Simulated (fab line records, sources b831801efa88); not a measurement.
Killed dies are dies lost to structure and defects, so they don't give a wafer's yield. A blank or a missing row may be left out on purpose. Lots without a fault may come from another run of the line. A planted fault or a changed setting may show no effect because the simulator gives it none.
fab line records | flow sky130 | part 2 of 2: steps 32 to 43 of 43
record lots=5 wafers=15 last_day=49
route steps=708 shown VT_ADJUST_LVTN@116 VT_ADJUST_NCORE@119 VT_ADJUST_HVTR@131 VT_ADJUST_PCH@143 SONOS_TUNNEL@154
lots that met no fault: from a run of the same line without faults
start_h: hours from the record's first day to the start of the lot's first wafer shown | wait_h: hours since the lot's step before | " the same as in the row above | L1.1+2: a row that stands for several wafers | - no value, or no start given | * or withheld: withheld | < > ~ a bound
route shown NAME@n: a module of which the file shows steps, and the number in the route of the first | usual: mean/standard deviation of fault-free wafers | same: alike in all rows | chamber/n: place in a boat | sites: the reading at each site | _std_site: their standard deviation | _edge_site: outer sites' mean less inner sites' | radius_mm: how far each site lies from the wafer's centre | mask NAME#n: copy n | behind: the tool/chamber that last shaped the wafer | hold: why the lot was held/for how many hours/how that ended | device: the transistor (n, p or np) that didn't switch | end of line: the same wafers' tests at the end of the route | a step without rows: its recipe alone | killed: dies lost to structure and defects at the first sort, not the wafer's yield | map: a wafer's dies, x killed, . not, _ none there
set.NAME: the setting as run; set.NAME@STEP: as run at that earlier step | model.NAME: the simulator's own value behind a step, which no gauge read
lots at some steps of the route; a table a step, a row a wafer
services: from which hour (start_h, from the record's first day; less than 0 if before it) a tool's chamber was out of use, for how many hours, and why
## steps
# step SKY_VT_ADJUST_PCH_EXPOSE_04
# recipe mask_id=NWM na=0.6 source_shape=conventional sigma_outer=0.6 polarization=unpolarized target_cd_nm=840 dose_mj=255
# columns lot.wafer tool chamber start_h wait_h mask
L076.2+3+4 iline_stepper-02 0 - - NWM#0
L078.1+4+6 iline_stepper-01 0 - - NWM#0
L083.1+3+6 iline_stepper-02 0 - - NWM#0
L085.1+2+4 iline_stepper-01 0 - - NWM#0
L091.2+5+6 iline_stepper-01 0 - - NWM#0
# step SKY_VT_ADJUST_PCH_PEB_05
# recipe temp_c=115 time_s=withheld
# usual heater_power_total_W=69.32/0.12
# columns lot.wafer tool chamber start_h wait_h heater_power_total_W
L076.2 litho_track-01 0 - - 69.43
L076.3 " 0 " " 69.16
L076.4 " 0 " " 69.21
L078.1 litho_track-03 0 - - 69.18
L078.4 " 0 " " 69.28
L078.6 " 0 " " 69.52
L083.1 litho_track-03 0 - - 69.36
L083.3 " 0 " " 69.33
L083.6 " 0 " " 69.14
L085.1 litho_track-01 0 - - 69.53
L085.2 " 0 " " 69.24
L085.4 " 0 " " 69.38
L091.2 litho_track-01 0 - - 69.13
L091.5 " 0 " " 69.24
L091.6 " 0 " " 69.12
# step SKY_VT_ADJUST_PCH_DEVELOP_06
# recipe wall_angle_deg=90 developer=TMAH develop_time_s=60 dev_temp_c=23
# columns lot.wafer tool chamber start_h wait_h
L076.2+3+4 litho_track-01 0 - -
L078.1+4+6 litho_track-03 0 - -
L083.1+3+6 litho_track-03 0 - -
L085.1+2+4 litho_track-01 0 - -
L091.2+5+6 litho_track-01 0 - -
# step SKY_VT_ADJUST_PCH_OVL_MEAS_07
# usual VT_ADJUST_PCH_OVL=0.8/1.5
# columns lot.wafer tool chamber start_h wait_h VT_ADJUST_PCH_OVL[nm]
L076.2 overlay-01 - 237.87 - 2.7
L076.3 " - " " 3.4
L076.4 " - " " 0.8
L078.1 overlay-01 - 249.47 - -1.5
L078.4 " - " " -0.7
L078.6 " - " " -3.5
L083.1 overlay-02 - 293.82 - 1.3
L083.3 " - " " 2.1
L083.6 " - " " 2.1
L085.1 overlay-01 - 312.86 - 0.9
L085.2 " - " " 1.0
L085.4 " - " " 0.8
L091.2 overlay-02 - 360.32 - 2.3
L091.5 " - " " 0.0
L091.6 " - " " 1.2
# step SKY_VT_ADJUST_PCH_IMPLANT_08
# recipe species=B energy_kev=10 dose_cm2=5e+11 tilt_deg=withheld
# same implant_ion_amu=11
# columns lot.wafer tool chamber start_h wait_h
L076.2+3+4 implanter-04 0 237.92 0.0
L078.1+4+6 implanter-03 0 249.51 0.0
L083.1+3+6 implanter-02 0 293.86 0.0
L085.1+2+4 implanter-02 0 312.90 0.0
L091.2+5+6 implanter-02 0 360.37 0.0
# step SKY_VT_ADJUST_PCH_STRIP_09
# recipe chemistry=O2/N2 power_w=1400 pressure_mtorr=1500 platen_temp_c=withheld o2_flow_sccm=3000 n2_flow_sccm=300 overash_fraction=0.5
# usual drypump_motor_current_A=6.2/0.32 oes_product_au=0.723/0.0051 strip_time_to_endpoint_s=36.93/0.13
# columns lot.wafer tool chamber start_h wait_h drypump_motor_current_A oes_product_au rf_hours_counter_h strip_time_to_endpoint_s
L076.2 plasma_asher-02 0 238.05 0.1 6.6 0.721 57 37.09
L076.3 " 1 " " 6.4 0.719 - 37.05
L076.4 " 0 " " 6.6 0.716 - 37.12
L078.1 plasma_asher-04 1 249.66 0.1 5.9 0.715 14 36.92
L078.4 " 0 " " 5.6 0.723 - 36.90
L078.6 " 1 " " 5.9 0.717 - 36.87
L083.1 plasma_asher-02 0 294.01 0.1 6.6 0.725 63 36.79
L083.3 " 1 " " 6.5 0.724 - 36.86
L083.6 " 1 " " 6.4 0.728 - 36.75
L085.1 plasma_asher-03 0 313.05 0.1 6.0 0.726 57 36.91
L085.2 " 1 " " 6.4 0.716 57 36.84
L085.4 " 0 " " 5.9 0.728 - 36.86
L091.2 plasma_asher-02 0 360.50 0.1 6.6 0.717 68 37.28
L091.5 " 1 " " 6.4 0.722 - 37.10
L091.6 " 0 " " 6.6 0.717 - 37.12
# step SKY_VT_ADJUST_PCH_TW_MEAS_10
# usual VT_ADJUST_PCH_TW=142.5/0.62
# columns lot.wafer tool chamber start_h wait_h VT_ADJUST_PCH_TW
L076.2 film_metro-03 - 238.19 0.1 142.0
L076.3 " - " " 142.9
L076.4 " - " " 142.4
L078.1 film_metro-01 - 249.76 0.1 144.4
L078.4 " - " " 143.7
L078.6 " - " " 143.9
L083.1 film_metro-02 - 294.11 0.1 141.9
L083.3 " - " " 143.2
L083.6 " - " " 142.1
L085.1 film_metro-03 - 313.15 0.1 143.0
L085.2 " - " " 142.4
L085.4 " - " " 142.1
L091.2 film_metro-02 - 360.61 0.1 142.7
L091.5 " - " " 141.9
L091.6 " - " " 141.8
# step SKY_SONOS_TUNNEL_DEHYDRATE_00
# recipe temp_c=200 time_s=60
# usual heater_power_total_W=160.38/0.12
# columns lot.wafer tool chamber start_h wait_h heater_power_total_W
L076.2 litho_track-02 0 248.93 10.7 160.43
L076.3 " 0 " " 160.50
L076.4 " 0 " " 160.55
L078.1 litho_track-03 0 261.07 11.3 160.27
L078.4 " 0 " " 160.38
L078.6 " 0 " " 160.52
L083.1 litho_track-02 0 305.56 11.4 160.39
L083.3 " 0 " " 160.32
L083.6 " 0 " " 160.35
L085.1 litho_track-03 0 325.52 12.4 160.46
L085.2 " 0 " " 160.11
L085.4 " 0 " " 160.33
L091.2 litho_track-03 0 374.54 13.9 160.41
L091.5 " 0 " " 160.27
L091.6 " 0 " " 160.35
# step SKY_SONOS_TUNNEL_HMDS_01
# recipe prime_time_s=60 prime_temp_c=120
# columns lot.wafer tool chamber start_h wait_h
L076.2+3+4 litho_track-02 0 249.08 0.1
L078.1+4+6 litho_track-03 0 261.22 0.1
L083.1+3+6 litho_track-02 0 305.71 0.1
L085.1+2+4 litho_track-03 0 325.67 0.1
L091.2+5+6 litho_track-03 0 374.69 0.1
# step SKY_SONOS_TUNNEL_COAT_02
# recipe resist=NOVOLAK spin_rpm=3000 resist_thk_nm=1140
# columns lot.wafer tool chamber start_h wait_h
L076.2+3+4 litho_track-02 0 249.23 0.1
L078.1+4+6 litho_track-03 0 261.37 0.1
L083.1+3+6 litho_track-02 0 305.86 0.1
L085.1+2+4 litho_track-03 0 325.82 0.1
L091.2+5+6 litho_track-03 0 374.84 0.1
# step SKY_SONOS_TUNNEL_SOFTBAKE_03
# recipe temp_c=90 time_s=60 resist=NOVOLAK
# usual heater_power_total_W=56.59/0.046
# columns lot.wafer tool chamber start_h wait_h heater_power_total_W
L076.2 litho_track-02 0 249.38 0.1 56.60
L076.3 " 0 " " 56.57
L076.4 " 0 " " 56.60
L078.1 litho_track-03 0 261.52 0.1 56.61
L078.4 " 0 " " 56.63
L078.6 " 0 " " 56.59
L083.1 litho_track-02 0 306.01 0.1 56.60
L083.3 " 0 " " 56.58
L083.6 " 0 " " 56.60
L085.1 litho_track-03 0 325.97 0.1 56.61
L085.2 " 0 " " 56.58
L085.4 " 0 " " 56.45
L091.2 litho_track-03 0 374.99 0.1 56.51
L091.5 " 0 " " 56.65
L091.6 " 0 " " 56.63
# step SKY_SONOS_TUNNEL_EXPOSE_04
# recipe mask_id=TUNM na=0.6 source_shape=conventional sigma_outer=0.6 polarization=unpolarized target_cd_nm=410 dose_mj=136
# columns lot.wafer tool chamber start_h wait_h mask
L076.2+3+4 iline_stepper-01 0 - - TUNM#0
L078.1+4+6 iline_stepper-02 0 - - TUNM#0
L083.1+3+6 iline_stepper-01 0 - - TUNM#0
L085.1+2+4 iline_stepper-02 0 - - TUNM#0
L091.2+5+6 iline_stepper-02 0 - - TUNM#0
## services
# columns tool chamber start_h hours kind
plasma_asher-02 - 161.53 2.2 repair
iline_stepper-02 - 163.02 0.7 repair
iline_stepper-01 - 191.55 4.5 repair
implanter-02 - 199.21 6.1 pm
implanter-01 - 225.32 3.0 pm
iline_stepper-01 - 225.83 3.2 repair
plasma_asher-02 - 229.49 5.3 pm
implanter-01 - 231.84 3.8 pm
implanter-04 - 247.40 4.6 pm
iline_stepper-02 - 264.13 7.8 repair
plasma_asher-03 - 264.96 1.8 repair
iline_stepper-01 - 271.99 1.7 pm
implanter-04 - 273.38 3.3 repair
implanter-04 - 280.03 3.9 repair
plasma_asher-03 - 283.11 3.4 repair
implanter-02 - 290.97 2.7 repair
iline_stepper-01 - 303.02 2.4 repair
implanter-04 - 322.17 17.1 pm
plasma_asher-03 - 324.09 1.9 repair
plasma_asher-02 - 335.44 14.6 pm
implanter-01 - 338.13 2.4 repair
iline_stepper-02 - 347.46 1.7 pm
plasma_asher-01 - 361.38 2.8 pm
iline_stepper-01 - 366.98 4.4 pm
